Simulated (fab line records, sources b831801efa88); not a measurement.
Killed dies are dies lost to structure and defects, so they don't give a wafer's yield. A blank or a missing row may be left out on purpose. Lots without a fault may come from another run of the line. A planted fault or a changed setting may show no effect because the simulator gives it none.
Which tool did it? | flow sky130 | 13 lots, 39 wafers sampled, at 1 step of a route of 708

WHAT THE GAUGES READ, wafer by wafer
SKY_PWDE_TW_MEAS_10.
lot  | measured    | on            | PWDE_TW
L831 | day 3 21:34 | film_metro-02 | 371.9 370.7 369.8
L832 | day 4 01:32 | film_metro-02 | 372.1 370.9 370.0
L833 | day 4 07:43 | film_metro-03 | 373.7 376.0 373.6
L834 | day 4 11:46 | film_metro-03 | 375.3 375.1 375.4
L835 | day 4 23:10 | film_metro-03 | 374.1 373.5 372.2
L841 | day 6 03:10 | film_metro-02 | 371.2 371.4 372.5
L844 | day 6 20:27 | film_metro-03 | 376.8 378.5 375.9
L845 | day 7 01:40 | film_metro-02 | 374.2 371.0 372.7
L847 | day 7 11:46 | film_metro-03 | 377.7 378.0 377.1
L848 | day 7 18:44 | film_metro-03 | 379.0 379.1 378.4
L849 | day 8 00:55 | film_metro-03 | 375.9 377.5 376.3
L851 | day 8 11:06 | film_metro-03 | 377.7 375.6 376.0
L854 | day 9 05:42 | film_metro-02 | 370.1 368.8 370.8

WHICH TOOL RAN EACH LOT (tool, then ch and the chambers of the sampled wafers, then the start)
The record holds no process step before these readings.

WHAT THE TOOLS THEMSELVES READ (means of the sampled wafers that have a number; where no wafer has one, the mark that the record gives instead)
The record holds no such reading with a usual standard deviation.

THE ANSWER, worked out from the rows above alone
Rule: what is usual is taken from the lots themselves. Put in order of their means at a reading, lots are off if they are a third of the lots or fewer, leave a main group of 4 or more, and stand apart from it by a gap of 3 or more times the standard deviation of the main group's means; of several such gaps the widest counts. A main group whose means are all the same, to the digits that the tables above print for the reading, isn't used. A lot without any number at a reading at which 4 lots or more have one is off too. The other lots that the step has rows for count as sound. The gauges are gone through in route order, then the tools' own readings, and for those a lot's mean is taken as printed above. The first step at which some lot is off is used, and at that step the reading that is off furthest; a lot without a number counts as furthest.
No lot is off at any reading shown: from this, nothing can be told.

WHAT THE SIMULATOR HAD PUT IN
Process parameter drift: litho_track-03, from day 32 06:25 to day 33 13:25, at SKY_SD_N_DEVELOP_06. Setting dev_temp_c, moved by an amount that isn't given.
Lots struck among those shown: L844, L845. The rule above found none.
